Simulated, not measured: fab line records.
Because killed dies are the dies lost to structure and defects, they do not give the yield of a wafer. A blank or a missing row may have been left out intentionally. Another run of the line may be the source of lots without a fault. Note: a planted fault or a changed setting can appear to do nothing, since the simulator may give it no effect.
fab line records	flow sky130
[record] lots = 12	wafers = 34	last_day = 50
route steps=708 shown CONTACT@424 METAL1@436 PAD_OPEN@708
lots that met no fault: taken from a fault-free run of the same line
start_h: hours from the record's opening day to when the first of the lot's shown wafers began	wait_h: hours from the lot's prior step to this one	" repeats the value in the row above	L1.1+2: a single row standing in for several wafers	- value missing, or start not given	* or withheld: withheld	< > ~ a bound
route shown NAME@n: names a module that has steps shown in the file, with the first one's number in the route	usual: mean/standard deviation of fault-free wafers	same: alike in all rows	chamber/n: place in a boat	sites: per-site readings	_std_site: how widely they spread, as a standard deviation	_edge_site: mean of outer sites minus mean of inner sites	radius_mm: for every site, how far away it sits from the centre of the wafer	mask NAME#n: copy n	behind: the last tool/chamber to shape the wafer	hold: reason for holding the lot/hours on hold/outcome of the hold	device: the transistor (n, p or np) that didn't switch	end of line: tests run on the same wafers once the route is complete	where a step has no rows: the recipe by itself	killed: count of dies lost to structure and defects at first sort (not the wafer's yield)	map: a wafer's dies, x killed, . not, _ none there
set.NAME: setting as actually run; set.NAME@STEP: the setting as run at that earlier step	model.NAME: the simulator's own value behind a step, which no gauge read
the route's steps for a sample of lots (tables are steps, rows are wafers)
services: from which hour (start_h, from the record's first day; less than 0 if before it) a tool's chamber was out of use, for how many hours, and why
[[steps]]
[step SKY_CONTACT_ETCH_18]
[recipe] target = Si3N4	chemistry = CHF3/O2	stop_on = TiN	source_w = 600	bias_w = 200	pressure_mtorr = 40	chf3_flow_sccm = 50	O2_flow_sccm = 5	time_s = 39	target_depth_a = 750
[usual] drypump_motor_current_A = 6.0/0.36	oes_product_au = 0.856/0.0081	throttle_valve_pct = 8.794/0.0099
lot.wafer	tool	chamber	start_h	wait_h	drypump_motor_current_A	oes_product_au	rf_hours_counter_h	throttle_valve_pct
L904.3	rie_diel-01	2	761	-	6.5	0.852	22	8.789
L904.5	"	3	"	"	5.8	0.861	-	8.779
L904.6	"	0	"	"	6.0	0.843	-	8.787
L905.1	rie_diel-04	2	766	-	5.5	0.847	11	8.785
L905.2	"	1	"	"	6.0	0.855	17	8.801
L905.4	"	3	"	"	5.9	0.853	14	8.783
L906.2	rie_diel-03	2	769	-	5.8	0.852	7	8.788
L906.5	"	1	"	"	5.9	0.857	-	8.781
L906.6	"	2	"	"	5.8	0.861	-	8.803
L907.4	rie_diel-01	2	779	-	6.5	0.852	22	8.777
L907.5	"	1	780	-	6.6	0.850	-	8.785
L907.6	"	2	"	"	6.5	0.851	-	8.787
L908.1	rie_diel-01	3	800	-	5.8	0.856	11	8.787
L908.2	"	2	"	"	6.5	0.856	23	8.801
L908.3	"	1	"	"	6.6	0.855	9	8.802
L911.1	rie_diel-04	2	801	-	5.6	0.842	12	8.796
L911.4	"	0	"	"	6.6	0.852	17	8.815
L911.5	"	2	"	"	5.5	0.853	-	8.773
L912.4	rie_diel-01	1	806	-	6.6	0.870	9	8.795
L912.5	"	2	"	"	6.5	0.858	-	8.804
L912.6	"	3	"	"	5.9	0.852	-	8.803
L915.2	rie_diel-01	0	839	-	6.0	0.852	15	8.785
L915.5	"	1	"	"	6.6	0.855	-	8.790
L915.6	"	2	"	"	6.5	0.863	-	8.796
L916.3	rie_diel-03	1	845	-	6.0	0.849	13	8.791
L916.4	"	2	"	"	5.7	0.857	9	8.792
L916.5	"	1	"	"	6.0	0.870	-	8.795
L922.4	rie_diel-03	0	884	-	5.5	0.779	9	8.787
L922.6	"	1	"	"	6.0	0.790	-	8.786
L923.3	rie_diel-03	3	888	-	6.3	0.856	8	8.780
L923.4	"	0	"	"	5.5	0.785	9	8.776
L923.6	"	0	"	"	5.5	0.784	-	8.786
L924.4	rie_diel-03	1	893	-	5.9	0.783	15	8.771
L924.6	"	0	"	"	5.5	0.783	-	8.778
[step SKY_CONTACT_STRIP_19]
[recipe] chemistry = O2/N2	power_w = 1400	pressure_mtorr = 1500	platen_temp_c = withheld	o2_flow_sccm = 3000	n2_flow_sccm = 300	overash_fraction = 0.5
[usual] drypump_motor_current_A = 5.8/0.34	oes_product_au = 0.381/0.0052	strip_time_to_endpoint_s = 3.618/0.03
[same] overash_fraction = 0.5
lot.wafer	tool	chamber	start_h	wait_h	drypump_motor_current_A	oes_product_au	rf_hours_counter_h	strip_time_to_endpoint_s
L904.3	plasma_asher-01	1	761.83	-	5.4	0.382	-	3.635
L904.5	"	0	"	"	5.5	0.378	-	3.587
L904.6	"	1	"	"	5.4	0.379	-	3.632
L905.1	plasma_asher-03	0	766.22	-	5.7	0.382	58	3.580
L905.2	"	1	"	"	5.8	0.378	58	3.593
L905.4	"	0	"	"	5.7	0.384	-	3.593
L906.2	plasma_asher-03	1	769.42	-	5.9	0.375	58	3.672
L906.5	"	0	"	"	5.7	0.378	-	3.672
L906.6	"	1	"	"	5.8	0.391	-	3.670
L907.4	plasma_asher-01	0	780.07	-	5.5	0.381	-	3.611
L907.5	"	1	"	"	5.4	0.377	-	3.618
L907.6	"	0	"	"	5.5	0.386	-	3.618
L908.1	plasma_asher-04	0	800.10	-	5.8	0.368	98	3.594
L908.2	"	1	"	"	6.3	0.382	98	3.613
L908.3	"	1	"	"	6.3	0.377	-	3.591
L911.1	plasma_asher-01	1	801.82	-	5.4	0.383	40	3.627
L911.4	"	0	"	"	5.5	0.377	-	3.633
L911.5	"	1	"	"	5.4	0.377	-	3.596
L912.4	plasma_asher-01	0	807.02	-	5.4	0.380	-	3.613
L912.5	"	1	"	"	5.4	0.383	-	3.613
L912.6	"	0	"	"	5.5	0.375	-	3.590
L915.2	plasma_asher-01	0	839.47	-	5.5	0.385	44	3.613
L915.5	"	0	"	"	5.5	0.381	-	3.579
L915.6	"	1	"	"	5.4	0.381	-	3.651
L916.3	plasma_asher-04	1	845.18	-	6.4	0.381	-	3.617
L916.4	"	0	"	"	5.8	0.374	-	3.655
L916.5	"	0	"	"	5.7	0.392	-	3.631
L922.4	plasma_asher-04	1	884.73	-	6.4	0.396	-	3.918
L922.6	"	1	"	"	6.4	0.402	-	3.885
L923.3	plasma_asher-04	0	888.73	-	5.8	0.381	-	3.622
L923.4	"	1	"	"	6.4	0.395	-	3.967
L923.6	"	0	"	"	5.8	0.396	-	3.954
L924.4	plasma_asher-04	0	893.20	-	5.8	0.402	-	3.953
L924.6	"	0	"	"	5.7	0.389	-	3.933
[step SKY_METAL1_SPUTTER_02]
[recipe] material = AlCu	target_thk_nm = 250	power_w = 10600	time_s = 13.3	chamber_pressure_pa = 0.4
[usual] chamber_pressure_pa = 0.3999/0.00083	throttle_valve_pct = 29.8/0.98
lot.wafer	tool	chamber	start_h	wait_h	chamber_pressure_pa	throttle_valve_pct
L904.3	pvd_sputter-03	-	763.09	0.0	0.4003	29.3
L904.5	"	-	"	"	0.4005	27.1
L904.6	"	-	"	"	0.4004	29.4
L905.1	pvd_sputter-03	-	767.55	0.0	0.3999	29.5
L905.2	"	-	"	"	0.3997	29.3
L905.4	"	-	"	"	0.4010	29.3
L906.2	pvd_sputter-03	-	770.71	0.0	0.3990	27.1
L906.5	"	-	"	"	0.4002	29.5
L906.6	"	-	"	"	0.4006	29.4
L907.4	pvd_sputter-04	-	781.34	0.0	0.4000	29.7
L907.5	"	-	"	"	0.4000	30.8
L907.6	"	-	"	"	0.3986	29.8
L908.1	pvd_sputter-02	-	801.43	0.0	0.3987	29.9
L908.2	"	-	"	"	0.4001	29.9
L908.3	"	-	"	"	0.3999	28.9
L911.1	pvd_sputter-04	-	803.21	0.0	0.3995	29.5
L911.4	"	-	"	"	0.3993	29.6
L911.5	"	-	"	"	0.3984	31.1
L912.4	pvd_sputter-04	-	808.38	0.0	0.4007	29.4
L912.5	"	-	"	"	0.3998	29.7
L912.6	"	-	"	"	0.3999	31.3
L915.2	pvd_sputter-02	-	840.76	0.0	0.3997	29.7
L915.5	"	-	"	"	0.3994	29.9
L915.6	"	-	"	"	0.3998	30.0
L916.3	pvd_sputter-02	-	846.53	0.0	0.3988	28.7
L916.4	"	-	"	"	0.4002	29.9
L916.5	"	-	"	"	0.3997	29.9
L923.3	pvd_sputter-04	-	890.07	0.0	0.3985	30.5
[step SKY_METAL1_SPUTTER_03]
[recipe] material = Ti	target_thk_nm = 5	power_w = 3000	time_s = 3.3	chamber_pressure_pa = 0.4
[usual] chamber_pressure_pa = 0.4000/0.00074	throttle_valve_pct = 29.8/0.96
lot.wafer	tool	chamber	start_h	wait_h	chamber_pressure_pa	throttle_valve_pct
L904.3	pvd_sputter-03	-	763.11	0.0	0.4001	29.4
L904.5	"	-	"	"	0.3992	27.3
L904.6	"	-	"	"	0.4008	29.1
L905.1	pvd_sputter-03	-	767.57	0.0	0.4003	29.6
L905.2	"	-	"	"	0.4003	29.3
L905.4	"	-	"	"	0.3994	29.1
L906.2	pvd_sputter-03	-	770.74	0.0	0.4011	27.1
L906.5	"	-	"	"	0.4002	29.8
L906.6	"	-	"	"	0.3991	29.5
L907.4	pvd_sputter-04	-	781.37	0.0	0.4004	29.7
L907.5	"	-	"	"	0.4007	30.6
L907.6	"	-	"	"	0.4000	29.7
L908.1	pvd_sputter-02	-	801.45	0.0	0.4011	30.0
L908.2	"	-	"	"	0.3996	29.6
L908.3	"	-	"	"	0.3999	29.0
L911.1	pvd_sputter-04	-	803.23	0.0	0.3996	29.2
L911.4	"	-	"	"	0.4003	29.6
L911.5	"	-	"	"	0.3988	30.8
L912.4	pvd_sputter-04	-	808.40	0.0	0.3997	29.6
L912.5	"	-	"	"	0.4009	29.7
L912.6	"	-	"	"	0.4001	31.2
L915.2	pvd_sputter-02	-	840.78	0.0	0.3993	30.1
L915.5	"	-	"	"	0.3987	29.7
L915.6	"	-	"	"	0.3995	29.6
L916.3	pvd_sputter-02	-	846.56	0.0	0.3997	28.4
L916.4	"	-	"	"	0.3988	29.9
L916.5	"	-	"	"	0.3993	29.7
L923.3	pvd_sputter-04	-	890.10	0.0	0.3990	30.7
[step SKY_METAL1_SPUTTER_04]
[recipe] material = TiN	target_thk_nm = 70	power_w = 6500	time_s = 58.3	chamber_pressure_pa = 0.4
[usual] chamber_pressure_pa = 0.4002/0.00087	throttle_valve_pct = 29.8/0.98
lot.wafer	tool	chamber	start_h	wait_h	chamber_pressure_pa	throttle_valve_pct
L904.3	pvd_sputter-03	-	763.13	0.0	0.4008	29.2
L904.5	"	-	"	"	0.3999	27.2
L904.6	"	-	"	"	0.3997	29.7
L905.1	pvd_sputter-03	-	767.59	0.0	0.3987	29.4
L905.2	"	-	"	"	0.3987	29.3
L905.4	"	-	"	"	0.4004	29.2
L906.2	pvd_sputter-03	-	770.76	0.0	0.3998	27.0
L906.5	"	-	"	"	0.3996	29.6
L906.6	"	-	"	"	0.4017	29.2
L907.4	pvd_sputter-04	-	781.38	0.0	0.3997	29.5
L907.5	"	-	"	"	0.3996	30.7
L907.6	"	-	"	"	0.4004	29.6
L908.1	pvd_sputter-02	-	801.47	0.0	0.3996	30.0
L908.2	"	-	"	"	0.4005	30.0
L908.3	"	-	"	"	0.4005	29.0
L911.1	pvd_sputter-04	-	803.25	0.0	0.4000	29.6
L911.4	"	-	"	"	0.3980	29.5
L911.5	"	-	"	"	0.4001	31.0
L912.4	pvd_sputter-04	-	808.42	0.0	0.3991	29.9
L912.5	"	-	"	"	0.3998	29.8
L912.6	"	-	"	"	0.4005	30.8
L915.2	pvd_sputter-02	-	840.80	0.0	0.4002	30.0
L915.5	"	-	"	"	0.4017	29.6
L915.6	"	-	"	"	0.3999	29.6
L916.3	pvd_sputter-02	-	846.57	0.0	0.3992	28.9
L916.4	"	-	"	"	0.4013	29.9
L916.5	"	-	"	"	0.4004	29.6
L923.3	pvd_sputter-04	-	890.11	0.0	0.4011	30.6
[step SKY_PAD_OPEN_PROBE_99]
[usual] killed_at_M0_to_M3 = 43/6.8	killed_at_M4_up = 3.0/1.6	killed_at_contacts = 25/6	killed_at_front_end = 15/4.4	killed_at_other = 0.3/0.52	killed_dies = 86/9.6	killed_on_rim = 17/3.5	killed_open = 47/6.7	killed_short = 39/6.8
[same] gross_dies = 492	killed_at_back_side = 0
lot.wafer	tool	chamber	start_h	wait_h	killed_at_M0_to_M3	killed_at_M4_up	killed_at_contacts	killed_at_front_end	killed_at_other	killed_dies	killed_on_rim	killed_open	killed_short
L904.3	prober-01	-	1096.75	0.2	37	2	31	13	1	84	13	44	39
L904.5	prober-01	-	1096.85	0.2	42	4	27	11	0	84	20	48	36
L904.6	prober-01	-	1096.90	0.2	44	5	23	17	0	89	14	46	41
L905.1	prober-02	-	1097.91	0.1	47	2	23	17	0	89	21	48	41
L905.2	prober-02	-	1097.96	0.1	45	3	15	16	0	79	13	45	33
L905.4	prober-02	-	1098.06	0.2	29	4	16	15	0	64	9	29	35
L906.2	prober-01	-	1102.18	0.1	42	3	16	15	0	76	18	41	35
L906.5	prober-01	-	1102.33	0.2	41	1	10	17	0	69	12	30	39
L906.6	prober-01	-	1102.38	0.2	44	3	39	17	0	103	20	54	49
L907.4	prober-02	-	1109.15	0.2	53	2	30	23	0	108	20	47	61
L907.5	prober-02	-	1109.20	0.2	37	1	32	18	1	89	16	42	47
L907.6	prober-02	-	1109.25	0.2	51	2	20	27	0	100	22	53	47
L908.1	prober-02	-	1126.81	0.1	34	3	25	20	0	82	17	51	31
L908.2	prober-02	-	1126.86	0.1	45	1	28	17	0	91	21	58	33
L908.3	prober-02	-	1126.91	0.2	35	3	29	19	0	86	14	48	38
L911.1	prober-02	-	1128.31	0.1	36	7	27	8	0	78	12	48	30
L911.4	prober-02	-	1128.46	0.2	49	4	21	11	0	85	16	36	48
L911.5	prober-02	-	1128.51	0.2	58	2	21	13	0	94	12	54	40
L912.4	prober-01	-	1130.14	0.2	49	3	21	13	0	86	15	39	47
L912.5	prober-01	-	1130.19	0.2	43	3	23	16	0	85	14	42	43
L912.6	prober-01	-	1130.24	0.2	37	4	24	11	0	76	11	47	29
L915.2	prober-01	-	1154.78	0.1	54	3	17	18	0	92	16	54	38
L915.5	prober-01	-	1154.93	0.2	36	1	25	9	0	71	17	33	38
L915.6	prober-01	-	1154.98	0.2	43	2	14	10	0	69	14	40	29
L916.3	prober-01	-	1158.40	0.2	46	5	26	13	0	90	15	50	38
L916.4	prober-01	-	1158.45	0.2	31	2	27	14	0	74	15	33	40
L916.5	prober-01	-	1158.50	0.2	50	7	34	12	0	103	19	52	50
L922.4	prober-01	-	1185.28	0.2	45	3	425	18	1	492	96	42	43
L922.6	prober-01	-	1185.38	0.2	39	2	435	15	1	492	96	50	26
L923.3	prober-02	-	1186.48	0.2	43	4	14	8	0	69	14	45	24
L923.4	prober-02	-	1186.53	0.2	32	5	434	20	1	492	96	43	37
L923.6	prober-02	-	1186.63	0.2	31	4	432	25	0	492	96	41	35
L924.4	prober-01	-	1190.53	0.2	42	6	431	12	1	492	96	40	40
L924.6	prober-01	-	1190.63	0.2	39	4	435	14	0	492	96	50	30
// killed by level:class
L904.3 CONTACT:geometric_particle:open=10 VIA1:geometric_particle:open=9 LI_CONTACT:geometric_particle:open=7 LOCAL_INTERCONNECT:geometric_particle:short=6 VIA3:geometric_particle:open=5 POLY_GATE:geometric_particle:short=4 VIA1:geometric_particle:short=4 METAL1:geometric_particle:short=4
L904.5 CONTACT:geometric_particle:open=11 VIA1:geometric_particle:open=8 LI_CONTACT:geometric_particle:open=7 METAL2:geometric_particle:short=6 VIA3:geometric_particle:open=6 VIA3:geometric_particle:short=5 VIA1:geometric_particle:short=5 VIA2:geometric_particle:open=5
L904.6 CONTACT:geometric_particle:open=10 METAL2:geometric_particle:short=9 VIA1:geometric_particle:open=8 VIA3:geometric_particle:open=7 VIA1:geometric_particle:short=6 VIA2:geometric_particle:open=6 FIELD_ISO:geometric_particle:open=5 LI_CONTACT:geometric_particle:open=4
L905.1 LI_CONTACT:geometric_particle:open=7 VIA1:geometric_particle:open=7 VIA3:geometric_particle:open=7 VIA2:geometric_particle:open=6 VIA1:geometric_particle:short=6 METAL2:geometric_particle:short=6 POLY_GATE:geometric_particle:open=5 LOCAL_INTERCONNECT:geometric_particle:short=5
L905.2 VIA1:geometric_particle:open=11 CONTACT:geometric_particle:open=8 METAL2:geometric_particle:short=7 VIA3:geometric_particle:open=6 VIA2:geometric_particle:open=5 FIELD_ISO:geometric_particle:open=4 POLY_GATE:geometric_particle:short=4 POLY_GATE:geometric_particle:open=4
L905.4 VIA1:geometric_particle:open=6 CONTACT:geometric_particle:open=6 METAL2:geometric_particle:short=5 POLY_GATE:geometric_particle:short=4 LOCAL_INTERCONNECT:geometric_particle:short=4 METAL1:geometric_particle:short=4 VIA2:geometric_particle:open=4 FIELD_ISO:geometric_particle:short=3
L906.2 VIA1:geometric_particle:open=10 LI_CONTACT:geometric_particle:open=7 VIA3:geometric_particle:open=6 FIELD_ISO:geometric_particle:short=5 VIA2:geometric_particle:open=5 METAL2:geometric_particle:short=5 CONTACT:geometric_particle:open=4 METAL3:geometric_particle:short=4
L906.5 METAL1:geometric_particle:short=8 FIELD_ISO:geometric_particle:short=7 VIA3:geometric_particle:short=7 FIELD_ISO:geometric_particle:open=6 VIA3:geometric_particle:open=6 VIA1:geometric_particle:open=5 CONTACT:geometric_particle:open=4 VIA1:geometric_particle:short=4
L906.6 CONTACT:geometric_particle:open=14 LI_CONTACT:geometric_particle:open=9 VIA2:geometric_particle:open=8 LOCAL_INTERCONNECT:geometric_particle:short=7 VIA1:geometric_particle:open=7 CONTACT:geometric_particle:short=6 VIA3:geometric_particle:open=6 METAL1:geometric_particle:short=6
L907.4 VIA1:geometric_particle:open=13 LOCAL_INTERCONNECT:geometric_particle:short=9 METAL1:geometric_particle:short=8 CONTACT:geometric_particle:open=7 VIA3:geometric_particle:open=7 CONTACT:geometric_particle:short=6 FIELD_ISO:geometric_particle:short=6 POLY_GATE:geometric_particle:short=5
L907.5 CONTACT:geometric_particle:open=11 VIA3:geometric_particle:open=9 POLY_GATE:geometric_particle:short=8 METAL2:geometric_particle:short=8 CONTACT:geometric_particle:short=7 LI_CONTACT:geometric_particle:open=6 VIA1:geometric_particle:open=5 POLY_CUT:geometric_particle:short=4
L907.6 VIA1:geometric_particle:open=14 VIA2:geometric_particle:open=9 POLY_GATE:geometric_particle:open=8 METAL1:geometric_particle:short=8 CONTACT:geometric_particle:open=7 POLY_GATE:geometric_particle:short=6 LOCAL_INTERCONNECT:geometric_particle:short=6 VIA3:geometric_particle:open=5
L908.1 VIA1:geometric_particle:open=14 CONTACT:geometric_particle:open=10 LI_CONTACT:geometric_particle:open=9 FIELD_ISO:geometric_particle:open=7 POLY_GATE:geometric_particle:short=6 FIELD_ISO:geometric_particle:short=5 VIA2:geometric_particle:open=5 CONTACT:geometric_particle:short=4
L908.2 VIA1:geometric_particle:open=12 CONTACT:geometric_particle:open=10 FIELD_ISO:geometric_particle:open=9 LI_CONTACT:geometric_particle:open=9 VIA3:geometric_particle:open=7 VIA2:geometric_particle:open=6 VIA1:geometric_particle:short=6 CONTACT:geometric_particle:short=5
L908.3 CONTACT:geometric_particle:open=11 VIA2:geometric_particle:open=7 METAL1:geometric_particle:short=6 LI_CONTACT:geometric_particle:open=6 FIELD_ISO:geometric_particle:open=5 CONTACT:geometric_particle:short=5 VIA3:geometric_particle:open=5 FIELD_ISO:geometric_particle:short=4
L911.1 LI_CONTACT:geometric_particle:open=9 CONTACT:geometric_particle:open=9 VIA1:geometric_particle:open=8 METAL4:geometric_particle:short=6 POLY_GATE:geometric_particle:open=5 LOCAL_INTERCONNECT:geometric_particle:short=5 VIA3:geometric_particle:open=5 METAL2:geometric_particle:open=4
L911.4 VIA1:geometric_particle:open=9 VIA3:geometric_particle:open=7 VIA2:geometric_particle:short=7 LOCAL_INTERCONNECT:geometric_particle:short=7 VIA1:geometric_particle:short=6 CONTACT:geometric_particle:open=6 FIELD_ISO:geometric_particle:short=5 VIA2:geometric_particle:open=5
L911.5 VIA1:geometric_particle:open=14 VIA1:geometric_particle:short=11 METAL2:geometric_particle:short=9 LI_CONTACT:geometric_particle:open=8 VIA3:geometric_particle:open=8 CONTACT:geometric_particle:open=7 VIA2:geometric_particle:open=7 POLY_GATE:geometric_particle:open=5
L912.4 METAL2:geometric_particle:short=10 VIA1:geometric_particle:open=9 CONTACT:geometric_particle:open=8 CONTACT:geometric_particle:short=5 METAL1:geometric_particle:short=5 FIELD_ISO:geometric_particle:short=4 POLY_GATE:geometric_particle:short=4 LI_CONTACT:geometric_particle:open=4
L912.5 VIA1:geometric_particle:open=11 POLY_GATE:geometric_particle:open=7 CONTACT:geometric_particle:open=7 CONTACT:geometric_particle:short=6 METAL1:geometric_particle:short=6 VIA1:geometric_particle:short=5 METAL2:geometric_particle:short=5 LI_CONTACT:geometric_particle:short=4
L912.6 LI_CONTACT:geometric_particle:open=10 VIA1:geometric_particle:open=9 VIA3:geometric_particle:open=8 POLY_GATE:geometric_particle:open=5 LI_CONTACT:geometric_particle:short=5 CONTACT:geometric_particle:open=5 METAL3:geometric_particle:short=5 METAL4:geometric_particle:short=4
L915.2 VIA1:geometric_particle:open=13 VIA2:geometric_particle:open=9 METAL1:geometric_particle:short=7 LI_CONTACT:geometric_particle:open=6 METAL1:geometric_particle:open=5 FIELD_ISO:geometric_particle:open=4 POLY_GATE:geometric_particle:short=4 POLY_GATE:geometric_particle:open=4
L915.5 VIA1:geometric_particle:open=9 LI_CONTACT:geometric_particle:open=8 VIA2:geometric_particle:open=7 LOCAL_INTERCONNECT:geometric_particle:short=6 CONTACT:geometric_particle:short=5 LI_CONTACT:geometric_particle:short=4 VIA1:geometric_particle:short=4 METAL2:geometric_particle:short=4
L915.6 VIA2:geometric_particle:open=9 LI_CONTACT:geometric_particle:open=7 VIA1:geometric_particle:short=7 VIA3:geometric_particle:open=7 VIA1:geometric_particle:open=6 POLY_GATE:geometric_particle:open=3 CONTACT:geometric_particle:short=3 METAL2:geometric_particle:short=3
L916.3 LI_CONTACT:geometric_particle:open=13 VIA3:geometric_particle:open=10 VIA1:geometric_particle:open=6 METAL1:geometric_particle:short=6 CONTACT:geometric_particle:open=5 METAL3:geometric_particle:short=5 VIA3:geometric_particle:short=5 METAL4:geometric_particle:short=4
L916.4 CONTACT:geometric_particle:open=13 VIA3:geometric_particle:open=7 VIA1:geometric_particle:short=6 POLY_GATE:geometric_particle:short=5 LOCAL_INTERCONNECT:geometric_particle:short=5 CONTACT:geometric_particle:short=5 METAL1:geometric_particle:short=4 POLY_GATE:geometric_particle:open=3
L916.5 VIA1:geometric_particle:open=10 LI_CONTACT:geometric_particle:open=9 LOCAL_INTERCONNECT:geometric_particle:short=8 CONTACT:geometric_particle:short=8 VIA2:geometric_particle:open=8 VIA3:geometric_particle:open=8 METAL1:geometric_particle:short=7 CONTACT:geometric_particle:open=7
L922.4 CONTACT:area_etch=407 VIA1:geometric_particle:open=9 CONTACT:geometric_particle:open=7 METAL2:geometric_particle:short=7 POLY_GATE:geometric_particle:open=5 METAL1:geometric_particle:short=5 VIA2:geometric_particle:open=5 VIA3:geometric_particle:open=4
L922.6 CONTACT:area_etch=416 VIA2:geometric_particle:open=10 VIA1:geometric_particle:open=10 VIA3:geometric_particle:open=7 POLY_GATE:geometric_particle:open=5 LI_CONTACT:geometric_particle:short=5 CONTACT:geometric_particle:open=5 FIELD_ISO:geometric_particle:open=4
L923.3 VIA1:geometric_particle:open=12 VIA2:geometric_particle:open=10 CONTACT:geometric_particle:open=5 VIA3:geometric_particle:open=5 FIELD_ISO:geometric_particle:open=4 VIA1:geometric_particle:short=4 CONTACT:geometric_particle:short=4 METAL1:geometric_particle:short=4
L923.4 CONTACT:area_etch=412 CONTACT:geometric_particle:open=10 VIA1:geometric_particle:short=8 VIA2:geometric_particle:open=7 FIELD_ISO:geometric_particle:short=6 FIELD_ISO:geometric_particle:open=6 VIA1:geometric_particle:open=6 LI_CONTACT:geometric_particle:open=5
L923.6 CONTACT:area_etch=416 FIELD_ISO:geometric_particle:open=8 METAL2:geometric_particle:short=7 CONTACT:geometric_particle:open=6 VIA1:geometric_particle:open=6 FIELD_ISO:geometric_particle:short=5 POLY_GATE:geometric_particle:open=4 POLY_GATE:geometric_particle:short=4
L924.4 CONTACT:area_etch=410 CONTACT:geometric_particle:open=9 VIA1:geometric_particle:open=8 CONTACT:geometric_particle:short=6 VIA1:geometric_particle:short=6 VIA3:geometric_particle:open=6 VIA3:geometric_particle:short=6 METAL4:geometric_particle:short=5
L924.6 CONTACT:area_etch=411 VIA1:geometric_particle:open=11 VIA2:geometric_particle:open=9 CONTACT:geometric_particle:open=8 LI_CONTACT:geometric_particle:open=7 FIELD_ISO:geometric_particle:open=4 METAL2:geometric_particle:short=4 FIELD_ISO:geometric_particle:short=3
[[services]]
tool	chamber	start_h	hours	kind
rie_diel-04	3	747.32	3.8	repair
rie_diel-03	-	768.23	0.1	repair
pvd_sputter-03	-	773.14	2.6	repair
pvd_sputter-03	-	803.61	2.1	repair
rie_diel-03	-	807.88	2.8	pm
pvd_sputter-04	-	809.72	2.0	repair
rie_diel-01	2	819.21	2.2	repair
rie_diel-01	3	843.97	12.0	repair
plasma_asher-03	-	847.69	2.6	repair
pvd_sputter-03	-	849.59	5.9	repair
rie_diel-01	-	852.38	14.6	pm
rie_diel-03	2	852.70	1.9	repair
plasma_asher-01	-	859.76	8.6	pm
rie_diel-01	2	892.24	12.9	repair
rie_diel-01	3	892.91	2.4	repair
[[key]]
[first_sign] step = SKY_CONTACT_ETCH_18	reading = oes_product_au	direction = down	sigmas = 8.8	usual = 0.856	struck = 0.784
[effect] step = SKY_CONTACT_STRIP_19	reading = strip_time_to_endpoint_s	direction = up	sigmas = 11	usual = *	struck = *
[effect] step = SKY_PAD_OPEN_PROBE_99	reading = killed_at_contacts	direction = up	sigmas = 68	usual = 25	struck = 432
[more_kills_born_at] SKY_CONTACT_ETCH_18@rie_diel-03 = 2472
met_at SKY_CONTACT_ETCH_18
struck_lots L922,L923,L924
struck_wafers L922.4,L922.6,L923.4,L923.6,L924.4,L924.6
later_rows_left_out L922.4,L922.6,L923.4,L923.6,L924.4,L924.6
tester_left_out L922,L923,L924
not_acting_at SKY_METAL1_SPUTTER_02,SKY_METAL1_SPUTTER_03,SKY_METAL1_SPUTTER_04
onset_between 845 884
[fault] kind = process_parameter_drift	tool = rie_diel-03	chamber = -	onset_h = 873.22	steps = SKY_CONTACT_ETCH_18	channel = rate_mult	offset = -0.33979	shape = step	end_h = 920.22	scope = struck_wafers_only
// tester_left_out: of these lots the tester's yield and bins aren't shown, on N5 and GAA mostly nor the transistor test; their killed dies are dies lost to structure and defects alone, not to doping, threshold or leakage, so they don't give the yield
// later_rows_left_out: the simulator's readings of these wafers behind a module that went badly wrong aren't trusted and aren't shown, but for the sort
